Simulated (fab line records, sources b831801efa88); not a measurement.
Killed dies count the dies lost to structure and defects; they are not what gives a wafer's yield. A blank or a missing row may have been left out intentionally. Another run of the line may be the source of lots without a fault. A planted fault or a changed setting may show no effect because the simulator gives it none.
A struck lot beside a sound one	flow sky130	17 steps out of a route of 708
Sound: these wafers, L517.3, L517.4, L517.6. Wafers struck: L528.2, L528.3, L528.4. The cause is given at the end.
Order at every step that has rows: each side's tool, ch and its chambers, its first start. Under that, the readings that differ: sound wafers	struck wafers	difference of the means	sigmas: that difference in standard deviations of wafers without a fault.
alike: readings with means less than 2 such deviations apart, plus words and numbers identical on both sides. not compared: withheld readings, readings lacking a value on some wafer, bounds such as >300 that could conceal the same value, and numbers that have no deviation in the record and whose values overlap.
Wherever a step has rows on one side only, a row that says differs or no value, or a row with sigmas, the two part there. Numbers that don't overlap but have no deviation are shown without sigmas and don't part them. A reading missing from all wafers of one side parts the sides only when that side holds two or more wafers.

SKY_GATE_OXIDE_TW_MEAS_14:
  sound on film-metro-04 at day 17 22:01; struck on film-metro-02 at day 21 01:16
reading	sound	struck	difference	sigmas
GATE_OXIDE_TW	227.7 228.4 229.1	223.4 223.9 222.7	-5.1	-2
then, 3 steps without rows for these wafers: SKY_GATE_OXIDE_CLEAN_15 (cleans in SC1/SC2, time 150 s); SKY_GATE_OXIDE_OXIDATION_16 (stabilise 600 s, purge 300 s, target thk 3.57 nm); SKY_POLY_GATE_CVD_00 (deposits poly-Si, target thk 180 nm, time 720 s).
SKY_POLY_GATE_THK_MEAS_01:
  sound on film-metro-03 at day 18 01:03; struck on film-metro-04 at day 21 04:07
  alike: POLY_GATE_CVD_00_THK
then, 7 steps without rows for these wafers: SKY_RES_PROTECT_DEHYDRATE_00 (time 60 s); SKY_RES_PROTECT_HMDS_01 (prime time 60 s); SKY_RES_PROTECT_COAT_02 (resist thk 1140 nm); SKY_RES_PROTECT_SOFTBAKE_03 (time 60 s); SKY_RES_PROTECT_EXPOSE_04 (exposes mask RPM, target cd 1270 nm); SKY_RES_PROTECT_PEB_05; SKY_RES_PROTECT_DEVELOP_06 (develop time 60 s).
SKY_POLY_GATE_IMPLANT_02:
  sound on implanter-04 ch 0, day 19 07:17; struck on implanter-01 ch 0, day 22 10:55
reading	sound	struck	difference	sigmas
beam-on-s (s)	36.3 36.0 36.9	15.0 14.8 15.3	-21.4	-15
dose-ions-cm2	7.703e+15 7.705e+15 7.709e+15	3.064e+15 3.08e+15 3.078e+15	-4.632e+15	-99 or more
end-station-pressure-torr (Torr)	9.8e-06 1.05e-05 1.05e-05	1.31e-05 1.36e-05 1.35e-05	+3.13e-06	+5
  alike: faraday-current-uA, tilt-deg
SKY_RES_PROTECT_STRIP_07: strips in O2/N2.
  sound on plasma-asher-04 ch 0,1, day 19 07:25; struck on plasma-asher-03 ch 0,1, day 22 11:02
reading	sound	struck	difference	sigmas
oes-product-au (a.u.)	0.519 0.514 0.527	0.570 0.571 0.572	+0.051	+11
strip-time-to-endpoint-s (s)	23.31 23.36 23.34	19.69 19.62 19.68	-3.67	-90
  alike: drypump-motor-current-A, o2-flow-sccm
  not compared: rf-hours-counter-h
SKY_RES_PROTECT_TW_MEAS_08:
  sound on film-metro-03 at day 19 07:31; struck on film-metro-04 at day 22 11:09
reading	sound	struck	difference	sigmas
POLY_GATE_TW	4005 3980 4016	3753 3776 3752	-240	-5
then, 1 step without rows for these wafers: SKY_RES_PROTECT_CLEAN_09 (cleans in SC1/SC2, time 150 s).
-- record jumps: 28 days separate the struck wafers' starts on either side; left off in module RES_PROTECT, taken up again in module PAD_OPEN, whose first shown step is the route's number 708 --
SKY_PAD_OPEN_PROBE_99:
  sound on prober-02 at day 48 17:59; struck on prober-01 at day 50 13:58
reading	sound	struck	difference	sigmas
killed_at_M4_up	8 7 6	2 2 3	-5	-3
model.etest.res-poly.line-ohm-um	528 532.5 504.1	1406 1433 1440	+905	
model.etest.licon-poly.rc-ohm	153.3 146.3 148.8	838.3 892.1 873.8	+718.6	
model.etest.res-poly.rs-ohm-sq	48.19 48.65 48.34	137.4 134.5 134.9	+87.2	
model.etest.nfet_01v8.r-on-ohm-um	823.2 829.2 824.2	884.2 859.6 869	+45.4	
model.etest.nfet_01v8_turned.drive-ua-um	506.4 504.9 510.9	469.4 478.5 477.9	-32.1	
model.etest.nfet_01v8_lvt.drive-ua-um	582.3 579.5 585.1	537.8 549.3 546.8	-37.7	
model.etest.nfet_01v8_swapped.drive-ua-um	514.5 508.6 512.8	465.5 482.3 475.4	-37.6	
model.etest.nfet_01v8.drive-ua-um	506.5 513.8 513.4	462.9 480.1 474.5	-38.7	
  alike: killed_at_M0_to_M3, killed-at-contacts, killed-at-front-end, killed-at-other, killed-dies, killed-open, killed-short

## WHERE THEY PART
Last at SKY_PAD_OPEN_PROBE_99 as far as this record goes, first at SKY_GATE_OXIDE_TW_MEAS_14.

WHY: what had been put in by the simulator
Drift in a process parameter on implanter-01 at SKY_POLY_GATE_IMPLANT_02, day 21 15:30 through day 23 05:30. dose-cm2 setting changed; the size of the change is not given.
